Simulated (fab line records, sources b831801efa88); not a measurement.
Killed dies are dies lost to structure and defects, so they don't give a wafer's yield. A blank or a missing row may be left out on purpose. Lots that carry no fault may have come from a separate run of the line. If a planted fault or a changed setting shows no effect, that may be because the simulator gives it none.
One fault through the eyes of 2 desks / flow gf180mcu / every desk sees just its own numbers, and what lay behind them comes last

FROM THE METROLOGY DESK
What the gauges read, lot by lot, whatever tool the lot ran on: means of the sampled wafers that have a number. Any lot whose mean is over 4 standard deviations away from the usual mean is out of limits and marked OUT; that distance is given in the brackets.
Columns: A = MVPSD_TW at GF_MVPSD_TW_MEAS_11, usual 550; B = VT_IMPLANT_3_TW at GF_VT_IMPLANT_TW_MEAS_32, usual 270.9
lot=L306; first seen here=day 5 10:58; A=564; B=273.7
lot=L307; first seen here=day 5 18:02; A=537; B=273.1
lot=L309; first seen here=day 6 04:19; A=556; B=270.1
lot=L311; first seen here=day 6 12:59; A=564; B=274.3
lot=L312; first seen here=day 6 18:20; A=564; B=270.9
lot=L314; first seen here=day 7 13:56; A=536; B=268.0
lot=L318; first seen here=day 8 10:23; A=536; B=268.9
lot=L319; first seen here=day 8 15:14; A=537; B=271.1
lot=L320; first seen here=day 8 17:28; A=558; B=269.9
lot=L323; first seen here=day 9 10:55; A=536; B=270.8
lot=L324; first seen here=day 9 18:32; A=552; B=253.6 (-7.5) OUT
lot=L327; first seen here=day 10 12:23; A=539; B=253.4 (-7.6) OUT
This desk's result: L324, L327 out of limits, first on L324 (VT_IMPLANT_3_TW at GF_VT_IMPLANT_TW_MEAS_32), day 12 02:32. L306, L307, L309, L311, L312, L314, L318, L319, L320, L323: within limits.

DESK OF THE TOOL OWNER: implanter-04
For each lot that ran on this tool, the mean over its sampled wafers that have a number, from the tool's own readings at GF_VT_IMPLANT_IMPLANT_30. Any lot whose mean is over 4 standard deviations away from the usual mean is out of limits and marked OUT; that distance is given in the brackets.
Columns: A = dose-ions-cm2 at GF_VT_IMPLANT_IMPLANT_30, usual 2.534e+12; B = faraday-current-uA at GF_VT_IMPLANT_IMPLANT_30, usual 14.27
lot=L306; first seen here=day 7 08:16; A=2.533e+12; B=14.11
lot=L309; first seen here=day 8 02:19; A=2.537e+12; B=14.19
lot=L311; first seen here=day 8 12:24; A=2.537e+12; B=14.31
lot=L324; first seen here=day 12 02:17; A=2.024e+12 (-99 or more) OUT; B=11.34 (-11) OUT
lot=L327; first seen here=day 12 23:01; A=2.020e+12 (-99 or more) OUT; B=11.25 (-11) OUT
Finding of this desk: L324, L327 out of limits; the first was L324 at day 12 02:17, on dose-ions-cm2 at GF_VT_IMPLANT_IMPLANT_30. L306, L309, L311: within limits.

PUT TOGETHER
At day 12 02:17, on L324, L327, the tool owner's desk was in a position to raise an alarm.
At day 12 02:32 the metrology desk could have sounded an alarm, on L324, L327.
The lots listed all ran GF_VT_IMPLANT_IMPLANT_30 on implanter-04.

WHAT THE SIMULATOR HAD INSERTED
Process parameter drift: implanter-04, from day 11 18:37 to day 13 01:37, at GF_VT_IMPLANT_IMPLANT_30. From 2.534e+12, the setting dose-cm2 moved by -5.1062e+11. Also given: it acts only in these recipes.
Lots struck among those shown: L324, L327.
Fault start to first reading out of limits, in hours, per desk: tool owner, 8; metrology, 8.
